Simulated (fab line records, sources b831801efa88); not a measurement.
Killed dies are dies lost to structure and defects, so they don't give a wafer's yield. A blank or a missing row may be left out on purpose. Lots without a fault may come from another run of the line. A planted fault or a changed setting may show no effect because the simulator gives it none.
Which tool did it? | flow sky130 | 24 lots, 72 wafers sampled, at 6 steps of a route of 708

WHAT THE GAUGES READ, wafer by wafer
SKY_METAL1_OVL_MEAS_16. Usual: METAL1_OVL 0 nm, standard deviation 5.9.
lot  | measured     | on         | METAL1_OVL (nm) | flag
L074 | day 32 16:56 | overlay-02 | 0 0 -8          |
L075 | day 32 19:23 | overlay-02 | -1 -2 -5        |
L076 | day 33 07:31 | overlay-02 | -6 -1 1         |
L077 | day 33 16:37 | overlay-02 | -9 -1 -4        |
L078 | day 33 17:55 | overlay-02 | 2 -6 -1         |
L079 | day 34 18:13 | overlay-01 | -3 -5 -1        |
L080 | day 35 00:26 | overlay-02 | 6 6 12          |
L082 | day 35 13:35 | overlay-01 | -1 10 3         |
L083 | day 35 19:49 | overlay-01 | 0 2 -1          |
L084 | day 36 11:44 | overlay-01 | -5 -2 1         |
L081 | day 36 12:25 | overlay-02 | -3 -9 -7        |
L085 | day 36 13:14 | overlay-01 | 7 11 14         |
L086 | day 36 23:13 | overlay-02 | 17 11 9         |
L087 | day 36 23:33 | overlay-01 | -2 -3 1         |
L088 | day 37 09:37 | overlay-02 | -9 -6 -10       |
L089 | day 37 18:53 | overlay-02 | 5 1 -3          |
L090 | day 38 00:37 | overlay-01 | 2 4 -6          |
L091 | day 38 05:59 | overlay-01 | 6 4 -2          |
L092 | day 38 14:34 | overlay-01 | -1 -1 5         |
L093 | day 39 02:17 | overlay-01 | -8 -6 -13       |
L094 | day 39 06:12 | overlay-01 | -3 -7 -2        |
L095 | day 39 07:50 | overlay-01 | 3 -3 5          |
L096 | day 39 12:58 | overlay-01 | 9 -1 9          |
L097 | day 40 01:44 | overlay-01 | 0 -2 0          |

SKY_METAL2_CD_MEAS_15: target cd 140 nm. Usual: cd_nm 139.8 nm, standard deviation 1.5.
lot  | measured     | on        | cd_nm (nm)        | flag
L074 | day 35 00:58 | cd_sem-01 | 139.7 140.6 139.7 |
L075 | day 35 02:59 | cd_sem-01 | 139.3 139.7 139.4 |
L076 | day 35 13:34 | cd_sem-01 | 138.3 138.4 138.4 |
L077 | day 36 00:04 | cd_sem-01 | 139.2 141.6 138.7 |
L078 | day 36 00:43 | cd_sem-01 | 141.5 140.1 141.0 |
L079 | day 37 00:22 | cd_sem-01 | 140.7 138.6 140.1 |
L080 | day 37 08:10 | cd_sem-02 | 141.3 142.3 142.1 |
L082 | day 37 20:55 | cd_sem-02 | 140.1 140.4 138.6 |
L083 | day 38 01:59 | cd_sem-01 | 139.9 139.9 139.6 |
L084 | day 38 18:14 | cd_sem-01 | 139.4 140.5 142.1 |
L081 | day 38 19:22 | cd_sem-01 | 141.3 139.4 140.3 |
L085 | day 38 19:54 | cd_sem-02 | 140.4 140.7 138.3 |
L086 | day 39 05:43 | cd_sem-02 | 140.4 140.8 139.3 |
L087 | day 39 05:57 | cd_sem-01 | 140.2 139.6 139.7 |
L088 | day 39 15:04 | cd_sem-02 | 140.9 139.8 140.2 |
L089 | day 40 00:41 | cd_sem-01 | 142.4 141.6 141.7 |
L090 | day 40 07:02 | cd_sem-02 | 138.4 138.4 138.3 |
L091 | day 40 09:34 | cd_sem-02 | 140.7 139.7 142.4 |
L092 | day 40 17:54 | cd_sem-01 | 138.0 139.4 136.4 |
L093 | day 41 08:19 | cd_sem-01 | 136.9 138.3 139.2 |
L094 | day 41 09:36 | cd_sem-01 | 138.1 139.3 141.4 |
L095 | day 41 11:25 | cd_sem-01 | 141.1 141.4 142.0 |
L096 | day 41 16:56 | cd_sem-02 | 138.9 138.7 138.8 |
L097 | day 42 04:47 | cd_sem-01 | 137.3 136.9 137.3 |

WHICH TOOL RAN EACH LOT (tool, then ch and the chambers of the sampled wafers, then the start)
lot  | SKY_METAL1_DESCUM_17              | SKY_VIA1_CMP_02               | SKY_VIA1_ETCH_15                   | SKY_VIA1_CVD_21
L074 | rie_metal-01 ch 0,1, day 32 16:58 | cmp-02 ch 0,1,2, day 32 18:02 | rie_diel-04 ch 0,1,3, day 33 21:35 | cvd_w-02 ch 1, day 33 22:17
L075 | rie_metal-04 ch 0,1, day 32 19:25 | cmp-02 ch 1,2,3, day 32 20:25 | rie_diel-04 ch 0,3, day 33 23:47   | cvd_w-02 ch 0,1, day 34 00:31
L076 | rie_metal-01 ch 0,1, day 33 07:32 | cmp-01 ch 0,1,2, day 33 08:35 | rie_diel-02 ch 0,1,2, day 34 10:31 | cvd_w-01 ch 0,1, day 34 11:13
L077 | rie_metal-04 ch 0,1, day 33 16:38 | cmp-01 ch 0,1,2, day 33 17:35 | rie_diel-04 ch 0,2,3, day 34 20:05 | cvd_w-02 ch 0,1, day 34 20:47
L078 | rie_metal-01 ch 0,1, day 33 17:56 | cmp-01 ch 1,2, day 33 18:53   | rie_diel-01 ch 2,3, day 34 21:13   | cvd_w-02 ch 0, day 34 21:55
L079 | rie_metal-02 ch 0,1, day 34 18:15 | cmp-02 ch 1,2,3, day 34 19:11 | rie_diel-02 ch 2,3, day 35 21:35   | cvd_w-01 ch 0,1, day 35 22:17
L080 | rie_metal-01 ch 0,1, day 35 00:28 | cmp-01 ch 0,1,2, day 35 01:25 | rie_diel-01 ch 0,1,3, day 36 04:46 | cvd_w-01 ch 0,1, day 36 05:28
L082 | rie_metal-02 ch 0,1, day 35 13:37 | cmp-02 ch 0,1,2, day 35 14:40 | rie_diel-04 ch 0,2,3, day 36 17:32 | cvd_w-01 ch 0,1, day 36 18:14
L083 | rie_metal-04 ch 1, day 35 19:50   | cmp-02 ch 0,1,3, day 35 20:49 | rie_diel-01 ch 2,3, day 36 22:31   | cvd_w-01 ch 0,1, day 36 23:14
L084 | rie_metal-02 ch 1, day 36 11:46   | cmp-02 ch 0,3, day 36 13:18   | rie_diel-02 ch 0,2, day 37 15:35   | cvd_w-01 ch 0,1, day 37 16:17
L081 | rie_metal-02 ch 0,1, day 36 12:26 | cmp-02 ch 0,1,3, day 36 13:57 | rie_diel-04 ch 2,3, day 37 16:38   | cvd_w-02 ch 0,1, day 37 17:20
L085 | rie_metal-04 ch 0,1, day 36 13:16 | cmp-01 ch 0,2,3, day 36 14:49 | rie_diel-01 ch 0,3, day 37 16:49   | cvd_w-02 ch 0,1, day 37 17:33
L086 | rie_metal-02 ch 0,1, day 36 23:15 | cmp-01 ch 1,2,3, day 37 00:17 | rie_diel-01 ch 0,2,3, day 38 03:09 | cvd_w-02 ch 0,1, day 38 03:56
L087 | rie_metal-01 ch 0,1, day 36 23:35 | cmp-01 ch 2,3, day 37 00:53   | rie_diel-04 ch 0,1,2, day 38 03:46 | cvd_w-02 ch 0,1, day 38 04:29
L088 | rie_metal-02 ch 1, day 37 09:38   | cmp-01 ch 0,2,3, day 37 10:47 | rie_diel-01 ch 0,1,2, day 38 12:55 | cvd_w-01 ch 0,1, day 38 13:40
L089 | rie_metal-01 ch 1, day 37 18:55   | cmp-02 ch 0,1,2, day 37 20:14 | rie_diel-01 ch 2,3, day 38 22:24   | cvd_w-02 ch 0,1, day 38 23:10
L090 | rie_metal-01 ch 0,1, day 38 00:38 | cmp-02 ch 0,2, day 38 01:36   | rie_diel-04 ch 0,1, day 39 03:23   | cvd_w-02 ch 0, day 39 04:10
L091 | rie_metal-01 ch 0,1, day 38 06:01 | cmp-01 ch 0,1,2, day 38 06:59 | rie_diel-02 ch 0,2,3, day 39 08:17 | cvd_w-01 ch 0,1, day 39 09:02
L092 | rie_metal-02 ch 0,1, day 38 14:36 | cmp-02 ch 0,1,2, day 38 15:35 | rie_diel-01 ch 0,2,3, day 39 16:08 | cvd_w-02 ch 0,1, day 39 16:58
L093 | rie_metal-04 ch 0,1, day 39 02:19 | cmp-02 ch 0,1,3, day 39 05:59 | rie_diel-02 ch 0,2, day 40 06:35   | cvd_w-02 ch 0, day 40 07:17
L094 | rie_metal-04 ch 0,1, day 39 06:14 | cmp-02 ch 0,3, day 39 07:13   | rie_diel-01 ch 2,3, day 40 08:10   | cvd_w-02 ch 0, day 40 09:08
L095 | rie_metal-02 ch 0,1, day 39 07:52 | cmp-02 ch 1,2,3, day 39 08:49 | rie_diel-04 ch 2,3, day 40 09:23   | cvd_w-02 ch 0, day 40 10:08
L096 | rie_metal-01 ch 0,1, day 39 12:59 | cmp-01 ch 0,1,2, day 39 14:41 | rie_diel-01 ch 1,2,3, day 40 15:23 | cvd_w-01 ch 0,1, day 40 16:07
L097 | rie_metal-04 ch 0,1, day 40 01:46 | cmp-02 ch 0,3, day 40 02:55   | rie_diel-02 ch 0,2,3, day 41 03:31 | cvd_w-02 ch 0,1, day 41 04:15
- SKY_METAL1_DESCUM_17: chemistry O2, time 8 s.
- SKY_VIA1_CMP_02: polishes SiO2.
- SKY_VIA1_ETCH_15: etches SiO2 in C4F8/O2/Ar, stops on TiN, target depth 351 nm, time 54 s.
- SKY_VIA1_CVD_21: deposits W, target thk 270 nm, time 80.902 s.

WHAT THE TOOLS THEMSELVES READ (means of the sampled wafers that have a number; where no wafer has one, the mark that the record gives instead)
SKY_METAL1_DESCUM_17. Usual: drypump_motor_current_A 5.87 A, standard deviation 0.27; oes_product_au 1.000 a.u., standard deviation 0.0066.
lot  | tool         | drypump_motor_current_A (A) | oes_product_au (a.u.) | flag
L074 | rie_metal-01 | 5.93                        | 0.996                 |
L075 | rie_metal-04 | 6.13                        | 1.004                 |
L076 | rie_metal-01 | 5.95                        | 0.996                 |
L077 | rie_metal-04 | 6.05                        | 1.001                 |
L078 | rie_metal-01 | 5.71                        | 1.000                 |
L079 | rie_metal-02 | 5.78                        | 1.000                 |
L080 | rie_metal-01 | 5.94                        | 0.996                 |
L082 | rie_metal-02 | 5.77                        | 1.000                 |
L083 | rie_metal-04 | 6.20                        | 1.002                 |
L084 | rie_metal-02 | 5.84                        | 1.000                 |
L081 | rie_metal-02 | 5.68                        | 1.004                 |
L085 | rie_metal-04 | 6.04                        | 1.004                 |
L086 | rie_metal-02 | 5.77                        | 1.006                 |
L087 | rie_metal-01 | 5.95                        | 1.000                 |
L088 | rie_metal-02 | 5.85                        | 0.993                 |
L089 | rie_metal-01 | 6.16                        | 0.999                 |
L090 | rie_metal-01 | 5.95                        | 0.992                 |
L091 | rie_metal-01 | 5.95                        | 0.996                 |
L092 | rie_metal-02 | 5.70                        | 0.996                 |
L093 | rie_metal-04 | 6.06                        | 1.004                 |
L094 | rie_metal-04 | 6.03                        | 1.006                 |
L095 | rie_metal-02 | 5.67                        | 1.000                 |
L096 | rie_metal-01 | 5.93                        | 0.993                 |
L097 | rie_metal-04 | 6.05                        | 0.998                 |

SKY_VIA1_CMP_02. Usual: motor_current_A 11.9 A, standard deviation 1.4.
lot  | tool   | motor_current_A (A) | flag
L074 | cmp-02 | 12.0                |
L075 | cmp-02 | 11.7                |
L076 | cmp-01 | 12.5                |
L077 | cmp-01 | 12.0                |
L078 | cmp-01 | 12.9                |
L079 | cmp-02 | 11.8                |
L080 | cmp-01 | 12.0                |
L082 | cmp-02 | 12.3                |
L083 | cmp-02 | 11.7                |
L084 | cmp-02 | 11.0                |
L081 | cmp-02 | 11.8                |
L085 | cmp-01 | 12.7                |
L086 | cmp-01 | 12.5                |
L087 | cmp-01 | 12.9                |
L088 | cmp-01 | 12.6                |
L089 | cmp-02 | 12.0                |
L090 | cmp-02 | 11.7                |
L091 | cmp-01 | 12.5                |
L092 | cmp-02 | 12.3                |
L093 | cmp-02 | 11.6                |
L094 | cmp-02 | 11.0                |
L095 | cmp-02 | 11.6                |
L096 | cmp-01 | 12.1                |
L097 | cmp-02 | 10.6                |

SKY_VIA1_ETCH_15. Usual: bias_w 1200 W, standard deviation 3.6; oes_product_au 0.980 a.u., standard deviation 0.0059.
lot  | tool        | bias_w (W) | oes_product_au (a.u.) | flag
L074 | rie_diel-04 | 1196       | 0.985                 |
L075 | rie_diel-04 | 1202       | 0.978                 |
L076 | rie_diel-02 | 1198       | 0.980                 |
L077 | rie_diel-04 | 1202       | 0.976                 |
L078 | rie_diel-01 | 1203       | 0.977                 |
L079 | rie_diel-02 | 1201       | 0.983                 |
L080 | rie_diel-01 | 1202       | 0.981                 |
L082 | rie_diel-04 | 1202       | 0.983                 |
L083 | rie_diel-01 | 1200       | 0.981                 |
L084 | rie_diel-02 | 1204       | 0.983                 |
L081 | rie_diel-04 | 1203       | 0.974                 |
L085 | rie_diel-01 | 1198       | 0.983                 |
L086 | rie_diel-01 | 1198       | 0.979                 |
L087 | rie_diel-04 | 1199       | 0.976                 |
L088 | rie_diel-01 | 1199       | 0.984                 |
L089 | rie_diel-01 | 1201       | 0.978                 |
L090 | rie_diel-04 | 1196       | 0.982                 |
L091 | rie_diel-02 | 1199       | 0.983                 |
L092 | rie_diel-01 | 1201       | 0.978                 |
L093 | rie_diel-02 | 1199       | 0.985                 |
L094 | rie_diel-01 | 1196       | 0.984                 |
L095 | rie_diel-04 | 1205       | 0.976                 |
L096 | rie_diel-01 | 1199       | 0.981                 |
L097 | rie_diel-02 | 1200       | 0.984                 |

SKY_VIA1_CVD_21. Usual: heater_power_w 958 W, standard deviation 86.
lot  | tool     | heater_power_w (W) | flag
L074 | cvd_w-02 | 1064               |
L075 | cvd_w-02 | 1026               |
L076 | cvd_w-01 | 902                |
L077 | cvd_w-02 | 1006               |
L078 | cvd_w-02 | 954                |
L079 | cvd_w-01 | 848                |
L080 | cvd_w-01 | 852                |
L082 | cvd_w-01 | 902                |
L083 | cvd_w-01 | 891                |
L084 | cvd_w-01 | 839                |
L081 | cvd_w-02 | 1012               |
L085 | cvd_w-02 | 1005               |
L086 | cvd_w-02 | 993                |
L087 | cvd_w-02 | 999                |
L088 | cvd_w-01 | 900                |
L089 | cvd_w-02 | 1002               |
L090 | cvd_w-02 | 968                |
L091 | cvd_w-01 | 911                |
L092 | cvd_w-02 | 1027               |
L093 | cvd_w-02 | 979                |
L094 | cvd_w-02 | 973                |
L095 | cvd_w-02 | 976                |
L096 | cvd_w-01 | 874                |
L097 | cvd_w-02 | 1029               |

THE ANSWER, worked out from the rows above alone
Rule: a lot is off if the mean of its wafers that have a number lies more than 3 standard deviations from the usual mean. A lot without any number at a reading at which 4 lots or more have one is off too. The other lots that the step has rows for count as sound. The gauges are gone through in route order, then the tools' own readings, and for those a lot's mean is taken as printed above. The first step at which some lot is off is used, and at that step the reading that is off furthest; a lot without a number counts as furthest.
No lot is off at any reading shown: from this, nothing can be told.

WHAT THE SIMULATOR HAD PUT IN
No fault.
